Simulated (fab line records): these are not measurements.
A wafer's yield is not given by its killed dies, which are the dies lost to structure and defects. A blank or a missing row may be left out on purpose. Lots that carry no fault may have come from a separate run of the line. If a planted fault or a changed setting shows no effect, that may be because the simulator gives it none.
8D (eight disciplines) problem report, filled in by code || flow gf180mcu || the parts of the form that need people (team, actions taken, sign-off) are left out

== 1. THE PROBLEM ==
V4_CVD_02_THK at GF_V4_THK_MEAS_03 reads a mean of 549 nm on 1 wafer of 1 lot; wafers without a fault read 852 nm with a standard deviation of 13. Measured from the usual mean, that is -23 standard deviations.
Seen first at day 28 02:35 on filmMetro-04, wafer L647.4. The record has a number at this step for 36 wafers belonging to 12 lots. Rule for "out", or "out of limits": more than 4 standard deviations from the usual mean. The rest of the wafers with a number are treated as sound.

== 2. WHAT IT IS AND WHAT IT IS NOT ==
{"question": "which readings at this step", "is": "V4_CVD_02_THK", "is not": "-"}
{"question": "which lots", "is": "L647", "is not": "L633, L634, L636, L638, L639, L640, L641, L648, L653, L655, L656"}
{"question": "which wafers of those lots", "is": "L647.4", "is not": "L647.1, L647.5"}
{"question": "read on which gauges", "is": "filmMetro-04", "is not": "filmMetro-01, filmMetro-03"}
{"question": "when", "is": "from day 28 02:35", "is not": "up to then (23 sound wafers); but 12 sound wafers of L648, L653, L655, L656 came after"}

== 3. THE SUSPECTS, EACH WITH WHAT RULES IT OUT ==
Counting: if a tool at a process step up to the reading ran every lot that is out, it stays a suspect. Sound lots after the first of them don't rule it out here, since some wafers of a struck lot are sound.
- the gauge at GF_V4_THK_MEAS_03 has been ruled out. All the wafers that are out were read on filmMetro-04, but those of them that GF_V4_CMP_04 has rows for are out there too, on other tools.
- pecvd-03 at GF_V4_CVD_02 (deposits SiO2 from TEOS, target thk 850 nm, time 94.851 s): kept. The lot that is out, L647, ran on it at day 28 02:31; the last sound lot it ran before that was L641, at day 26 08:24.
- At GF_V4_CVD_02, inside pecvd-03: chamber 0 took the wafers that are out, while their sound lot-mates went through chambers 1, 2.
The count leaves pecvd-03 at GF_V4_CVD_02.

== 4. THE CAUSE (what the simulator had put in) ==
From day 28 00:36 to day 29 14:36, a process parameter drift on pecvd-03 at GF_V4_CVD_02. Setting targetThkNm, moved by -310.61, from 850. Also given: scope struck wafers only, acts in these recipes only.
After counting, this tool was the only one left.

== 5. THE CHAIN OF EFFECTS, in route order ==
Rows list readings where the struck wafers' mean (over those with a number) sits beyond 3 standard deviations from the usual. Only readings whose record carries a usual standard deviation are examined. hours: median over the lots of the time between each lot's start at the first step of this table that gives one and its start at this step. sigmas: the change, counted in usual standard deviations.
{"hours": 0, "step": "GF_V4_THK_MEAS_03", "reading": "V4_CVD_02_THK", "usual": "852 nm", "on struck wafers": 549, "change": -303, "sigmas": -23}
{"hours": 0, "step": "GF_V4_CMP_04", "reading": "timeToEndpointS", "usual": "80 s", "on struck wafers": 27, "change": -53, "sigmas": -8.7}
{"hours": "-", "step": "GF_V4_ETCH_17", "reading": "oesProductAu", "usual": "0.856 a.u.", "on struck wafers": 0.797, "change": -0.059, "sigmas": -12}
Here are the process steps it includes:
- GF_V4_CMP_04: polishes SiO2.
- GF_V4_ETCH_17: etches SiO2 in C4F8/O2/Ar, stops on TiN, target depth 630 nm.
Later steps that measure or inspect, where all struck wafers having a row at the step show a number for every such reading and not one has moved that far: GF_V4_THK_MEAS_25.

== 6. WHAT WOULD HAVE CAUGHT IT SOONER ==
2 hours passed between the start of the fault at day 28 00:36 and the first reading out of limits at a measuring or inspecting step in this record, taken at day 28 02:35.
Of the tool readings at GF_V4_CVD_02 for which the record gives a usual standard deviation, none was out on any struck wafer, so an alarm limit of 4 standard deviations on them would not have fired.
Lots out: 1; all had begun GF_V4_CVD_02 on pecvd-03 by day 28 02:35. Tool hold at that time: it would have spared none of them.
